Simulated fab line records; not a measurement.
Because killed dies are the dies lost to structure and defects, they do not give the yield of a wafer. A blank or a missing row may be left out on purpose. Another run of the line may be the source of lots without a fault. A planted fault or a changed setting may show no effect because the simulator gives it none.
A lot that was struck, set against a sound lot + flow sky130 + 24 out of 708 route steps
Sound: these wafers, L805.1, L805.2, L805.6. Struck: wafer L816.6; the same lot's L816.5 was not struck, so it is left out; see the end for the cause.
Per side, at each step with rows, come the tool, then ch with its chambers, and then its first start. Under that, the readings that differ: sound wafers + struck wafers + difference of the means + sigmas: that difference in standard deviations of wafers without a fault.
alike: readings with means less than 2 such deviations apart, plus words and numbers identical on both sides. not compared: withheld readings, readings lacking a value on some wafer, bounds such as >300 that could conceal the same value, and numbers that have no deviation in the record and whose values overlap.
A row with sigmas, a row that says differs or no value, or rows on one side alone: a step with any of these is where the two part. When numbers do not overlap yet have no deviation, they are printed without sigmas and do not part them. A reading that every wafer of one side lacks parts them only if that side has two wafers or more.

first, 1 step without rows for these wafers: SKY_LI_CONTACT_PRE_CLEAN_18 (time 5.6 s).
SKY_LI_CONTACT_SPUTTER_19: material Ti, target thk 20 nm, time 106.37 s.
  sound on pvdSputter-02, day 31 15:56; struck on pvdSputter-04, day 34 21:56
  alike: throttleValvePct
then, 1 step without rows for these wafers: SKY_LI_CONTACT_SPUTTER_20 (material TiN, target thk 20 nm, time 80 s).
SKY_LI_CONTACT_CVD_21: deposits W, target thk 400 nm, time 120.56 s.
  sound on cvdW-02 ch 0,1, day 31 16:04; struck on cvdW-01 ch 1, day 34 22:07
  alike: heaterPowerW
SKY_LI_CONTACT_RS_MEAS_22: the measuring method here is four-point-probe.
  sound on filmMetro-02, day 31 16:12; struck on filmMetro-03, day 34 22:15
| reading                  | sound             | struck | difference | sigmas |
|--------------------------|-------------------|--------|------------|--------|
| LI_CONTACT_W_RS (ohm/sq) | 0.279 0.283 0.283 | 0.289  | +0.007     | +2     |
SKY_LI_CONTACT_THK_MEAS_23: measures by xrf.
  sound on filmMetro-02, day 31 16:19; struck on filmMetro-03, day 34 22:20
  alike: LI_CONTACT_W_THK
SKY_LI_CONTACT_CMP_24: polishes, stops on PSG, t overpolish 20 s, target thk 0 nm.
  sound on cmp-02 ch 0,2, day 31 16:23; struck on cmp-01 ch 2, day 34 22:33
  alike: motorCurrentA, overpolishRunS, slurryFlowMlMin, timeToEndpointS
SKY_LOCAL_INTERCONNECT_SPUTTER_00: material TiN, target thk 100 nm, time 83.3 s.
  sound on pvdSputter-03, day 31 16:41; struck on pvdSputter-01, day 34 22:41
  alike: throttleValvePct
SKY_LOCAL_INTERCONNECT_RS_MEAS_01: the measuring method here is four-point-probe.
  sound on filmMetro-01, day 31 16:44; struck on filmMetro-01, day 34 22:47
  alike: LOCAL_INTERCONNECT_TIN_RS
SKY_LOCAL_INTERCONNECT_THK_MEAS_02: measures by xrf.
  sound on filmMetro-01, day 31 16:52; struck on filmMetro-01, day 34 22:52
  alike: LOCAL_INTERCONNECT_TIN_THK
then, 2 steps without rows for these wafers: SKY_LOCAL_INTERCONNECT_DEHYDRATE_03 (time 60 s); SKY_LOCAL_INTERCONNECT_HMDS_04 (prime time 60 s).
SKY_LOCAL_INTERCONNECT_COAT_05: resist thk 60 nm.
  sound on lithoTrack-04 ch 0, day 32 05:38; struck on lithoTrack-04 ch 0, day 35 11:59
  alike: dispensePressureKPa
then, 5 steps without rows for these wafers: SKY_LOCAL_INTERCONNECT_COAT_06 (resist thk 450 nm); SKY_LOCAL_INTERCONNECT_SOFTBAKE_07 (time 90 s); SKY_LOCAL_INTERCONNECT_EXPOSE_08 (exposes mask LI1M, target cd 170 nm); SKY_LOCAL_INTERCONNECT_PEB_09; SKY_LOCAL_INTERCONNECT_DEVELOP_10 (develop time 60 s).
SKY_LOCAL_INTERCONNECT_CD_MEAS_11 targets a cd of 170 nm.
  sound on cdSem-01, day 32 19:56; struck on cdSem-01, day 36 00:41
  alike: cdNm
SKY_LOCAL_INTERCONNECT_OVL_MEAS_12:
  sound on overlay-01, day 32 20:03; struck on overlay-01, day 36 00:45
  alike: LOCAL_INTERCONNECT_OVL
SKY_LOCAL_INTERCONNECT_ETCH_13: etches BARC in N2/H2, stops on SiO2, time 45.9 s, target depth 60 nm.
  sound on rieMetal-03 ch 0,1, day 32 20:05; struck on rieMetal-03 ch 1, day 36 00:49
| reading                 | sound             | struck | difference | sigmas |
|-------------------------|-------------------|--------|------------|--------|
| oesProductAu (a.u.)     | 0.854 0.852 0.852 | 0.908  | +0.055     | +11    |
| model.etch.depthNm (nm) | 59.96 59.98 60.04 | 65.95  | +5.96      |        |
  alike: chamberPressureMTorr, drypumpMotorCurrentA, throttleValvePct
  not compared: rfHoursCounterH
SKY_LOCAL_INTERCONNECT_METAL_ETCH_14: etches TiN in Cl2/BCl3, stops on PSG, target depth 110 nm, time 31.4 s.
  sound on rieMetal-03 ch 0,1, day 32 20:08; struck on rieMetal-03 ch 1, day 36 00:52
  alike: chamberPressureMTorr, drypumpMotorCurrentA, mfcCl2Sccm, oesProductAu, throttleValvePct
  not compared: rfHoursCounterH
SKY_LOCAL_INTERCONNECT_STRIP_15: strips in O2/N2.
  sound on plasmaAsher-03 ch 0,1, day 32 20:12; struck on plasmaAsher-03 ch 0, day 36 00:57
| reading                  | sound             | struck | difference | sigmas |
|--------------------------|-------------------|--------|------------|--------|
| stripTimeToEndpointS (s) | 4.731 4.677 4.717 | 4.771  | +0.063     | +3     |
  alike: chamberPressureMTorr, drypumpMotorCurrentA, oesProductAu
  not compared: rfHoursCounterH
then, 1 step without rows for these wafers: SKY_LOCAL_INTERCONNECT_STRIP_16 (strips in post etch residue remover, time 1200 s).

WHERE THEY PART
First at SKY_LI_CONTACT_RS_MEAS_22; last, within this record, at SKY_LOCAL_INTERCONNECT_STRIP_15.

WHY: what the simulator had put in
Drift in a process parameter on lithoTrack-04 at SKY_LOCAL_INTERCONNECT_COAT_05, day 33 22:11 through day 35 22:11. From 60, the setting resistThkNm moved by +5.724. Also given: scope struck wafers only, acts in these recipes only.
